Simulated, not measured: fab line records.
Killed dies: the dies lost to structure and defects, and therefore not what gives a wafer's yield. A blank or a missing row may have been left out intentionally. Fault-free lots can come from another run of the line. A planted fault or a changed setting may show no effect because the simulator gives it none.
Which of the tools did it? :: flow gf180mcu :: 12 lots with 35 wafers sampled at 2 steps, on a route of 602 steps

## WHAT THE GAUGES SHOWED, per wafer
GF_M3_THK_MEAS_06: measures by xrf. Usual: M3_ALCU_THK typically reads 451 nm, with standard deviation 5.
lot: L560
measured: day 20 04:33
on: film metro-03
M3_ALCU_THK (nm): 452 451 450
flag: 

lot: L562
measured: day 20 22:43
on: film metro-01
M3_ALCU_THK (nm): 445 451 448
flag: 

lot: L565
measured: day 22 02:00
on: film metro-03
M3_ALCU_THK (nm): 453 458 450
flag: 

lot: L566
measured: day 22 14:16
on: film metro-04
M3_ALCU_THK (nm): 452 455 451
flag: 

lot: L567
measured: day 22 23:06
on: film metro-01
M3_ALCU_THK (nm): 440 437 438
flag: 

lot: L568
measured: day 23 02:09
on: film metro-04
M3_ALCU_THK (nm): 444 445 445
flag: 

lot: L569
measured: day 23 19:09
on: film metro-04
M3_ALCU_THK (nm): 447 450 458
flag: 

lot: L570
measured: day 24 06:18
on: film metro-03
M3_ALCU_THK (nm): 448 451 449
flag: 

lot: L571
measured: day 24 12:25
on: film metro-01
M3_ALCU_THK (nm): 455 454 458
flag: 

lot: L574
measured: day 25 14:52
on: film metro-04
M3_ALCU_THK (nm): 446 452 449
flag: 

lot: L575
measured: day 26 00:27
on: film metro-01
M3_ALCU_THK (nm): 447 440 441
flag: 

lot: L576
measured: day 26 09:05
on: film metro-03
M3_ALCU_THK (nm): 453 450
flag: 

GF_V3_THK_MEAS_01. Usual: V3_CVD_00_THK typically reads 599 nm, with standard deviation 5.4.
lot: L560
measured: day 21 04:44
on: film metro-02
V3_CVD_00_THK (nm): 602 600 612
flag: 

lot: L562
measured: day 21 23:50
on: film metro-02
V3_CVD_00_THK (nm): 597 600 603
flag: 

lot: L565
measured: day 23 01:31
on: film metro-03
V3_CVD_00_THK (nm): 593 603 596
flag: 

lot: L566
measured: day 23 12:53
on: film metro-02
V3_CVD_00_THK (nm): 598 594 597
flag: 

lot: L567
measured: day 23 22:34
on: film metro-02
V3_CVD_00_THK (nm): 597 599 597
flag: 

lot: L568
measured: day 24 02:16
on: film metro-03
V3_CVD_00_THK (nm): 601 599 598
flag: 

lot: L569
measured: day 24 17:11
on: film metro-03
V3_CVD_00_THK (nm): 600 596 597
flag: 

lot: L570
measured: day 25 04:07
on: film metro-01
V3_CVD_00_THK (nm): 601 598 593
flag: 

lot: L571
measured: day 25 10:32
on: film metro-02
V3_CVD_00_THK (nm): 607 608 606
flag: 

lot: L574
measured: day 26 12:23
on: film metro-01
V3_CVD_00_THK (nm): 594 596 605
flag: 

lot: L575
measured: day 26 22:03
on: film metro-03
V3_CVD_00_THK (nm): 602 603 603
flag: 

lot: L576
measured: day 27 05:56
on: film metro-01
V3_CVD_00_THK (nm): 598 606
flag: 

## WHAT TOOL EACH LOT RAN ON (gives the tool, then ch and the chambers of the sampled wafers, and finally the start)
Before these readings, the record contains no process step.

## AS READ BY THE TOOLS THEMSELVES (means over the sampled wafers that have a number; for cases with no such wafer, the mark the record gives instead)
The record holds no such reading with a usual standard deviation.

## THE ANSWER, worked out from the rows above alone
Rule: lot off if the mean of its wafers having a number is beyond 3 standard deviations from the usual mean. A lot without any number at a reading at which 4 lots or more have one is off too. Any other lot the step has rows for is counted as sound. After the gauges, taken in route order, come the tools' own readings; for these a lot's mean is taken, as printed above. The first step at which some lot is off is used, and at that step the reading that is off furthest; a lot without a number counts as furthest.
None of the lots is off at any reading shown; this tells nothing.

## WHAT THE SIMULATOR HAD INSERTED
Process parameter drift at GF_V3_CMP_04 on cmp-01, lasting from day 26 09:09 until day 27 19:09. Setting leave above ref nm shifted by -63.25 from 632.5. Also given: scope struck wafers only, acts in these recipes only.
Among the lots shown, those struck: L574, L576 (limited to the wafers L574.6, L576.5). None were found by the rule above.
